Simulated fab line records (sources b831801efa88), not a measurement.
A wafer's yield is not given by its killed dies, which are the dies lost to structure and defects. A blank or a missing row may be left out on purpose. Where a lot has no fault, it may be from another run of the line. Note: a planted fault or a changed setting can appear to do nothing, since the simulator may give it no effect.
Which tool did it? ; flow sky130 ; 10 lots, 30 wafers sampled, at 2 steps of a route of 708

== WHAT EACH GAUGE READ, for each wafer ==
SKY_VIA2_THK_MEAS_23: measures by xrf.
lot;measured;on;VIA2_W_THK (nm)
L113;day 36 00:28;film-metro-03;436 448 434
L115;day 36 15:51;film-metro-03;437 434 435
L118;day 38 01:01;film-metro-03;425 440 443
L119;day 39 00:59;film-metro-03;435 426 426
L121;day 39 01:40;film-metro-01;439 442 446
L120;day 39 05:24;film-metro-04;435 431 422
L122;day 39 07:50;film-metro-03;422 426 424
L123;day 39 14:17;film-metro-03;420 421 426
L131;day 42 00:31;film-metro-03;438 421 422
L134;day 42 18:59;film-metro-04;439 436 433

== WHAT TOOL EACH LOT RAN ON (gives the tool, then ch and the chambers of the sampled wafers, and finally the start) ==
lot;SKY_VIA2_ETCH_15
L113;rie-diel-03 ch 2,3, day 35 23:29
L115;rie-diel-02 ch 0,2,3, day 36 14:41
L118;rie-diel-04 ch 1,2,3, day 37 23:37
L119;rie-diel-04 ch 0,3, day 38 23:59
L121;rie-diel-03 ch 1,2, day 39 00:20
L120;rie-diel-04 ch 1,2,3, day 39 04:26
L122;rie-diel-04 ch 0,1,2, day 39 06:50
L123;rie-diel-03 ch 2, day 39 13:15
L131;rie-diel-03 ch 2,3, day 41 23:32
L134;rie-diel-04 ch 1,2,3, day 42 17:59
- SKY_VIA2_ETCH_15: etches SiO2 in C4F8/O2/Ar, stops on TiN, target depth 546 nm, time 84 s.

== WHAT THE TOOLS THEMSELVES READ (means of the sampled wafers that have a number; where no wafer has one, the mark that the record gives instead) ==
SKY_VIA2_ETCH_15.
lot;tool;oes-product-au (a.u.);rf-fwd-power-W (W)
L113;rie-diel-03;0.931;1487
L115;rie-diel-02;0.942;1482
L118;rie-diel-04;0.936;1484
L119;rie-diel-04;0.936;1488
L121;rie-diel-03;0.940;1490
L120;rie-diel-04;0.935;1488
L122;rie-diel-04;0.938;1487
L123;rie-diel-03;0.937;1494
L131;rie-diel-03;0.939;1494
L134;rie-diel-04;0.931;1485

== THE ANSWER, worked out from the rows above alone ==
Rule: the usual values come from the lots themselves. The widest of any qualifying gaps counts: lots, ordered by their means at a reading, are off when they make up no more than a third of the lots, leave a main group of 4 or more, and stand apart from it by 3 or more times the standard deviation of that group's means. A main group is skipped when, at the precision printed for the reading in the tables above, its means are all equal. Also off: a lot with no number at a reading for which 4 or more lots have one. All remaining lots with rows at the step are treated as sound. The gauges are gone through in route order, then the tools' own readings, and for those a lot's mean is taken as printed above. At the first step where some lot is off, the reading lying furthest off is the one used; lots without a number count as furthest.
None of the lots is off at any reading shown; this tells nothing.

== WHAT THE SIMULATOR HAD PUT IN ==
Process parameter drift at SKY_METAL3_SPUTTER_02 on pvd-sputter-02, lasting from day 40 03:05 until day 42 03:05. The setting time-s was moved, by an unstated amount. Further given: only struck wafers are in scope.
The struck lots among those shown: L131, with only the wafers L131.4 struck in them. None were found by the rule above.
